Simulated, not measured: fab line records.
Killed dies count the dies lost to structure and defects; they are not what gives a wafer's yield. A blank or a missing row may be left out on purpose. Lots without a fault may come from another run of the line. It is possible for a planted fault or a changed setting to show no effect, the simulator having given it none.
The tool behind it: which one?    flow sky130    Sampling: 12 lots, 36 wafers, 5 of 708 route steps

== WHAT THE GAUGES SHOWED, per wafer ==
SKY_NWELL_TW_MEAS_26.
lot   measured      on            NWELL_2_TW
L329  day 5 08:10   filmMetro-04  501 499 497
L330  day 5 15:22   filmMetro-03  497 495 494
L331  day 5 22:56   filmMetro-01  492 494 494
L332  day 6 03:16   filmMetro-03  496 494 498
L333  day 6 07:32   filmMetro-01  494 494 491
L334  day 6 15:05   filmMetro-03  495 496 495
L336  day 7 01:31   filmMetro-03  494 493 494
L343  day 8 22:52   filmMetro-04  829 832 828
L344  day 9 03:12   filmMetro-01  813 817 820
L345  day 9 16:28   filmMetro-04  830 827 829
L350  day 11 06:40  filmMetro-04  499 500 499
L351  day 11 14:13  filmMetro-04  497 498 499

SKY_NWELL_RS_MEAS_31: the measuring method here is four-point-probe.
lot   measured      on            PWDE_RS (ohm/sq)
L329  day 5 08:39   filmMetro-04  5269 5267 5273
L330  day 5 15:51   filmMetro-01  5253 5272 5273
L331  day 5 23:25   filmMetro-01  5267 5260 5258
L332  day 6 03:43   filmMetro-03  5304 5295 5285
L333  day 6 07:59   filmMetro-03  5308 5277 5301
L334  day 6 15:32   filmMetro-01  5273 5270 5282
L336  day 7 01:58   filmMetro-01  5284 5273 5285
L343  day 8 23:19   filmMetro-01  5272 5266 5257
L344  day 9 03:40   filmMetro-01  5291 5292 5290
L345  day 9 16:55   filmMetro-01  5286 5279 5271
L350  day 11 07:07  filmMetro-01  5252 5272 5270
L351  day 11 14:41  filmMetro-03  5292 5315 5305

SKY_VT_ADJUST_HVTP_OVL_MEAS_08.
lot   measured      on          VT_ADJUST_HVTP_OVL (nm)
L329  day 6 02:40   overlay-02  0.3 0.8 -0.4
L330  day 6 10:17   overlay-02  -0.7 0.4 -0.3
L331  day 6 16:49   overlay-02  0.2 0.4 0.6
L332  day 6 20:58   overlay-02  1.7 3.4 2.2
L333  day 7 01:07   overlay-02  0.1 0.9 -0.7
L334  day 7 11:22   overlay-02  0.0 2.5 0.0
L336  day 7 21:52   overlay-01  0.1 1.0 -0.3
L343  day 9 20:17   overlay-01  0.8 2.2 1.4
L344  day 10 00:20  overlay-01  1.2 3.4 4.5
L345  day 10 14:44  overlay-02  -0.2 2.3 0.0
L350  day 12 05:47  overlay-02  -1.3 0.9 0.1
L351  day 12 13:25  overlay-01  0.4 1.0 0.5

== WHAT TOOL EACH LOT RAN ON (gives the tool, then ch and the chambers of the sampled wafers, and finally the start) ==
lot   SKY_NWELL_STRIP_14                   SKY_NWELL_IMPLANT_24
L329  plasmaAsher-04 ch 0,1, day 4 14:48   implanter-01 ch 0, day 5 07:58
L330  plasmaAsher-04 ch 0,1, day 4 21:43   implanter-01 ch 0, day 5 15:10
L331  plasmaAsher-03 ch 0,1, day 5 04:06   implanter-04 ch 0, day 5 22:43
L332  plasmaAsher-02 ch 0,1, day 5 08:41   implanter-03 ch 0, day 6 03:01
L333  plasmaAsher-03 ch 0,1, day 5 12:31   implanter-03 ch 0, day 6 07:17
L334  plasmaAsher-02 ch 0, day 5 20:47     implanter-03 ch 0, day 6 14:51
L336  plasmaAsher-04 ch 0,1, day 6 08:05   implanter-04 ch 0, day 7 01:16
L343  plasmaAsher-02 ch 0,1, day 8 01:07   implanter-04 ch 0, day 8 22:37
L344  plasmaAsher-02 ch 0,1, day 8 05:31   implanter-04 ch 0, day 9 02:58
L345  plasmaAsher-03 ch 0,1, day 8 18:28   implanter-04 ch 0, day 9 16:13
L350  plasmaAsher-04 ch 0,1, day 10 08:17  implanter-01 ch 0, day 11 06:25
L351  plasmaAsher-03 ch 0,1, day 10 15:24  implanter-01 ch 0, day 11 13:59
- SKY_NWELL_STRIP_14: strips in O2/N2.
- SKY_NWELL_IMPLANT_24

== WHAT THE TOOLS THEMSELVES READ (means of the sampled wafers that have a number; where no wafer has one, the mark that the record gives instead) ==
SKY_NWELL_STRIP_14.
lot   tool            drypumpMotorCurrentA (A)  oesProductAu (a.u.)  stripTimeToEndpointS (s)
L329  plasmaAsher-04  5.8                       0.723                37.02
L330  plasmaAsher-04  5.4                       0.721                37.01
L331  plasmaAsher-03  6.2                       0.725                37.02
L332  plasmaAsher-02  5.7                       0.726                37.02
L333  plasmaAsher-03  6.1                       0.724                37.08
L334  plasmaAsher-02  5.4                       0.719                36.91
L336  plasmaAsher-04  5.5                       0.718                36.90
L343  plasmaAsher-02  5.7                       0.726                36.86
L344  plasmaAsher-02  5.8                       0.727                36.96
L345  plasmaAsher-03  6.2                       0.721                37.12
L350  plasmaAsher-04  5.4                       0.722                36.92
L351  plasmaAsher-03  5.8                       0.721                36.87

SKY_NWELL_IMPLANT_24.
lot   tool          doseIonsCm2  faradayCurrentUA
L329  implanter-01  9.2e+12      51.4
L330  implanter-01  9.2e+12      51.4
L331  implanter-04  9.2e+12      51.7
L332  implanter-03  9.2e+12      52.5
L333  implanter-03  9.2e+12      52.0
L334  implanter-03  9.2e+12      50.7
L336  implanter-04  9.2e+12      52.7
L343  implanter-04  4.6e+13      256.9
L344  implanter-04  4.6e+13      259.9
L345  implanter-04  4.6e+13      259.3
L350  implanter-01  9.2e+12      52.2
L351  implanter-01  9.2e+12      51.6

== THE ANSWER, worked out from the rows above alone ==
Rule: what is usual is taken from the lots themselves. The widest of any qualifying gaps counts: lots, ordered by their means at a reading, are off when they make up no more than a third of the lots, leave a main group of 4 or more, and stand apart from it by 3 or more times the standard deviation of that group's means. A main group is skipped when, at the precision printed for the reading in the tables above, its means are all equal. Also off: a lot with no number at a reading for which 4 or more lots have one. Where the step has rows for the other lots, those lots are counted as sound. First the gauges in route order, then the tools' own readings, where a lot's mean is used as printed above. The first step at which some lot is off is used, and at that step the reading that is off furthest; a lot without a number counts as furthest.
Off: at SKY_NWELL_TW_MEAS_26 (NWELL_2_TW), L343, L344, L345. The main group has a mean of 496 with a standard deviation of 2.3.
A tool fits if, at a process step before that reading, it ran every lot that is off, and no sound lot after the first of them. The gauges at SKY_NWELL_TW_MEAS_26 aren't tried: what is off there is off at SKY_NWELL_IMPLANT_24 too, on other tools, and a gauge's error can't cause that. One fits: SKY_NWELL_IMPLANT_24 on implanter-04. A fault onset in the window from L336 (day 7 01:16, its last sound lot) to L343 (day 8 22:37, its first lot off) fits.
The tool's own readings at SKY_NWELL_IMPLANT_24 bear it out: on the lots that are off they differ by more than 5 times the standard deviation of the sound lots' means. doseIonsCm2 reads 4.6e+13 there against 9.2e+12 on the sound lots; faradayCurrentUA reads 258.7 there against 51.8 on the sound lots.

== WHAT THE SIMULATOR HAD INSERTED ==
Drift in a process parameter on implanter-04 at SKY_NWELL_IMPLANT_24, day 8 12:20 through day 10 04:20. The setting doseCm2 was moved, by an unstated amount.
Struck lots among those shown: L343, L344, L345. Same finding as the rule above.
